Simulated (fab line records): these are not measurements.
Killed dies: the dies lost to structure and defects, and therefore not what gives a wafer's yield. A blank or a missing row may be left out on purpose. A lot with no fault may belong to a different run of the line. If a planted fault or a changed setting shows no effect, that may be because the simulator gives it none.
Problem report in the 8D (eight disciplines) form, filled by code	flow gf180mcu	the parts of the form that need people (team, actions taken, sign-off) are left out

## 1. THE PROBLEM
MIM_ALCU_RS at GF_MIM_RS_MEAS_10 reads a mean of 0.1308 ohm/sq on 1 wafer of 1 lot; wafers without a fault read 0.1598 ohm/sq with a standard deviation of 0.0017. That is -17 standard deviations from the usual mean.
The step: measures by four-point-probe.
Earliest sighting: wafer L112.2 on film_metro-02 at day 30 09:51. Wafers with a number at this step in the record: 30, from 10 lots. Rule for "out" (also "out of limits"): further than 4 standard deviations from the usual mean. The rest of the wafers with a number are treated as sound.

## 2. WHAT THIS IS AND IS NOT
question	is	is not
which readings at this step	MIM_ALCU_RS	-
which lots	L112	L101, L102, L103, L107, L109, L115, L116, L996, L999
which wafers of those lots	L112.2	L112.4, L112.5
read on which gauges	film_metro-02	film_metro-03
when	from day 30 09:51	up to then (23 sound wafers); but 6 sound wafers of L115, L116 came after

## 3. WHAT RULES OUT EACH SUSPECT
Counting: if a tool at a process step up to the reading ran every lot that is out, it stays a suspect. Sound lots after the first of them don't rule it out here, since some wafers of a struck lot are sound.
- the gauge at GF_MIM_RS_MEAS_10 has been ruled out. All the wafers that are out were read on film_metro-02, but those of them that GF_MIM_SPUTTER_08 has rows for are out there too, on other tools.
- pvd_sputter-01 at GF_M4_SPUTTER_04 (material TiN, target thk 50 nm, time 41.7 s): kept. It processed L112, the lot that is out, at day 28 17:20, and its most recent sound lot before then was L107 at day 27 05:58.
- pvd_sputter-01 at GF_MIM_SPUTTER_02 (material AlCu, target thk 450 nm, time 23.9 s): kept. It ran the lot that is out, L112 (day 30 09:32).
- pvd_sputter-02 at GF_MIM_SPUTTER_07 (material TiN, target thk 60 nm, time 50 s): kept. It processed L112, the lot that is out, at day 30 09:44, and its most recent sound lot before then was L103 at day 27 17:38.
- pvd_sputter-02 at GF_MIM_SPUTTER_08 (material AlCu, target thk 200 nm, time 10.6 s): kept. It processed L112, the lot that is out, at day 30 09:46, and its most recent sound lot before then was L103 at day 27 17:41. On those wafers its own readings are out: cathode_dc_power_W.
Left after counting: pvd_sputter-01 at GF_M4_SPUTTER_04, pvd_sputter-01 at GF_MIM_SPUTTER_02, pvd_sputter-02 at GF_MIM_SPUTTER_07, pvd_sputter-02 at GF_MIM_SPUTTER_08.

## 4. THE CAUSE (what the simulator had put in)
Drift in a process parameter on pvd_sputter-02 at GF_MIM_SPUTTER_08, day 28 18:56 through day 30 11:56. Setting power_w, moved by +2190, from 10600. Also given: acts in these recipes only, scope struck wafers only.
Counting left 4 suspects, and this tool is among them.

## 5. THE EFFECT CHAIN, in route order
One row per reading whose mean, taken over the struck wafers that have a number, lies over 3 standard deviations from the usual. Scope: only readings with a usual standard deviation given in the record; hours: median across lots of the time from each lot's start at the first step in this table that gives one to its start at this step; sigmas: change in usual standard deviations.
hours	step	reading	usual	on struck wafers	change	sigmas
0	GF_MIM_SPUTTER_08	cathode_dc_power_W	10600 W	12786	+2186	+99 or more
0	GF_MIM_RS_MEAS_10	MIM_ALCU_RS	0.1598 ohm/sq	0.1308	-0.0290	-17
0	GF_MIM_THK_MEAS_11	MIM_ALCU_THK	199.0 nm	238.5	+39.5	+15
18	GF_MIM_METAL_ETCH_19	oes_product_au	0.942 a.u.	1.006	+0.064	+10
18	GF_MIM_METAL_ETCH_19	throttle_valve_pct	28.282 %	28.221	-0.061	-7.0
89	GF_PASSIVATION_PROBE_99	defect_limited_yield	90.7 %	0.6	-90.1	-69
89	GF_PASSIVATION_PROBE_99	killed_at_other	0.1	447.0	+446.9	+99 or more
89	GF_PASSIVATION_PROBE_99	killed_dies	46	489	+443	+68
89	GF_PASSIVATION_PROBE_99	killed_on_rim	9.2	96.0	+86.8	+31
89	GF_PASSIVATION_PROBE_99	sort_bin_3_pad_short	0.42 %	90.85	+90.43	+99 or more
89	GF_PASSIVATION_PROBE_99	sort_n_pass	446	3	-443	-68
89	GF_PASSIVATION_PROBE_99	sort_yield_pct	90.7 %	0.6	-90.1	-69
Process steps it contains:
- GF_MIM_SPUTTER_08: material AlCu, target thk 200 nm, time 10.6 s.
- GF_MIM_METAL_ETCH_19: etches the open film in Cl2/BCl3, stops on Si3N4, target depth 324.5 nm, time 54.1 s.
- GF_PASSIVATION_PROBE_99

## 6. WHAT WOULD HAVE CAUGHT IT SOONER
Counted from the fault's start at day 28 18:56, it took 39 hours until the first out-of-limits reading at a measuring or inspecting step in this record, taken at day 30 09:51.
The tool's own readings at GF_MIM_SPUTTER_08 were out on every struck wafer that the step has a row for (cathode_dc_power_W): an alarm limit on them would have fired on the first of those.
Each of the lots that are out, 1 in all, had begun GF_MIM_SPUTTER_08 on pvd_sputter-02 no later than day 30 09:51. Tool hold at that time: it would have spared none of them.
